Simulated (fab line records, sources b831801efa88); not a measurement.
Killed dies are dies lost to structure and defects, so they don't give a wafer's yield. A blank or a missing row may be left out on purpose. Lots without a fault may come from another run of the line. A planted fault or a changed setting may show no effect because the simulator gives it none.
Tool commonality check | flow gf180mcu | 12 lots, 36 wafers sampled

WHY IT WAS OPENED
At GF_HV_LDD_TW_MEAS_11 the reading HV_LDD_TW is flagged on 2 of 12 lots. Wafers without a fault read 2417, standard deviation 25.
Rule: a lot is flagged when every wafer of it that has a number lies more than 4 standard deviations from that mean, or none has a number. The other lots count as sound.

lot  | measured     | on            | HV_LDD_TW, wafer by wafer | flag
L896 | day 10 00:58 | film_metro-01 | 2370 2368 2387            |
L897 | day 10 07:57 | film_metro-01 | 2368 2380 2367            |
L900 | day 11 09:53 | film_metro-04 | 2436 2433 2433            |
L901 | day 11 16:46 | film_metro-01 | 2388 2389 2390            |
L902 | day 12 01:22 | film_metro-04 | 2432 2420 2430            |
L903 | day 12 06:35 | film_metro-04 | 2425 2423 2425            |
L907 | day 13 08:10 | film_metro-04 | 2446 2431 2440            |
L909 | day 14 02:01 | film_metro-02 | 2420 2421 2418            |
L913 | day 15 09:13 | film_metro-04 | 2452 2457 2433            |
L915 | day 16 07:40 | film_metro-04 | 1649 1671 1658            | FLAGGED
L916 | day 16 10:13 | film_metro-02 | 1655 1648 1656            | FLAGGED
L919 | day 17 14:40 | film_metro-02 | 2374 2392 2402            |
The numbers of the flagged lots are 1656 on average: -761 against the usual, or -30 standard deviations.

WHICH TOOL RAN EACH LOT
The record holds 2 process steps before the reading, out of a route of 602 steps. In each cell: the tool, then ch and the chambers that the sampled wafers went through, then the start.
lot  | flag    | GF_HV_LDD_IMPLANT_09            | GF_HV_LDD_STRIP_10
L896 |         | implanter-02 ch 0, day 10 00:44 | plasma_asher-04 ch 0,1, day 10 00:52
L897 |         | implanter-02 ch 0, day 10 07:44 | plasma_asher-04 ch 0,1, day 10 07:52
L900 |         | implanter-02 ch 0, day 11 09:40 | plasma_asher-01 ch 0,1, day 11 09:47
L901 |         | implanter-01 ch 0, day 11 16:31 | plasma_asher-04 ch 0,1, day 11 16:40
L902 |         | implanter-02 ch 0, day 12 01:08 | plasma_asher-03 ch 0,1, day 12 01:16
L903 |         | implanter-02 ch 0, day 12 06:20 | plasma_asher-04 ch 0,1, day 12 06:29
L907 |         | implanter-03 ch 0, day 13 07:56 | plasma_asher-04 ch 0,1, day 13 08:04
L909 |         | implanter-03 ch 0, day 14 01:46 | plasma_asher-04 ch 0,1, day 14 01:55
L913 |         | implanter-03 ch 0, day 15 08:59 | plasma_asher-04 ch 0,1, day 15 09:07
L915 | FLAGGED | implanter-03 ch 0, day 16 07:25 | plasma_asher-01 ch 1, day 16 07:34
L916 | FLAGGED | implanter-03 ch 0, day 16 09:58 | plasma_asher-01 ch 0,1, day 16 10:07
L919 |         | implanter-02 ch 0, day 17 14:26 | plasma_asher-01 ch 1, day 17 14:34
What these steps do:
- GF_HV_LDD_IMPLANT_09
- GF_HV_LDD_STRIP_10: strips in O2/N2.
- GF_HV_LDD_TW_MEAS_11

FLAGGED OVER TOTAL, TOOL BY TOOL (the gauges that took the reading come last)
step                 | tool            | lots run | flagged | share of the flagged lots | sound lots run after its first flagged lot
GF_HV_LDD_IMPLANT_09 | implanter-01    | 1        | 0       | none                      | -
GF_HV_LDD_IMPLANT_09 | implanter-02    | 6        | 0       | none                      | -
GF_HV_LDD_IMPLANT_09 | implanter-03    | 5        | 2       | all                       | 0
GF_HV_LDD_STRIP_10   | plasma_asher-01 | 4        | 2       | all                       | 1 (L919)
GF_HV_LDD_STRIP_10   | plasma_asher-03 | 1        | 0       | none                      | -
GF_HV_LDD_STRIP_10   | plasma_asher-04 | 7        | 0       | none                      | -
GF_HV_LDD_TW_MEAS_11 | film_metro-01   | 3        | 0       | none                      | -
GF_HV_LDD_TW_MEAS_11 | film_metro-02   | 3        | 1       | some                      | 1 (L919)
GF_HV_LDD_TW_MEAS_11 | film_metro-04   | 6        | 1       | some                      | 0

WHAT THE TABLE ALLOWS
2 rows of the table ran every flagged lot: implanter-03 at GF_HV_LDD_IMPLANT_09, plasma_asher-01 at GF_HV_LDD_STRIP_10.
- implanter-03 at GF_HV_LDD_IMPLANT_09: 2 of its 5 lots flagged. Its last sound lot is L913 (day 15 08:59), its first flagged lot L915 (day 16 07:25): a fault that began between those two fits. Its own readings lie more than 4 standard deviations out on every wafer of the flagged lots: dose_ions_cm2, faraday_current_uA.
- plasma_asher-01 at GF_HV_LDD_STRIP_10: 2 of its 4 lots flagged. Sound lots ran on it after the first flagged one (L919), which a lasting fault on the whole tool wouldn't allow.
One tool is left: implanter-03 at GF_HV_LDD_IMPLANT_09.

WHAT THE SIMULATOR HAD PUT IN
Process parameter drift: implanter-03, from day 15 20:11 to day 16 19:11, at GF_HV_LDD_IMPLANT_09. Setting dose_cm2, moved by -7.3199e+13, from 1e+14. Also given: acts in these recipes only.
Lots struck among those shown: L915, L916. The rule above found the same.
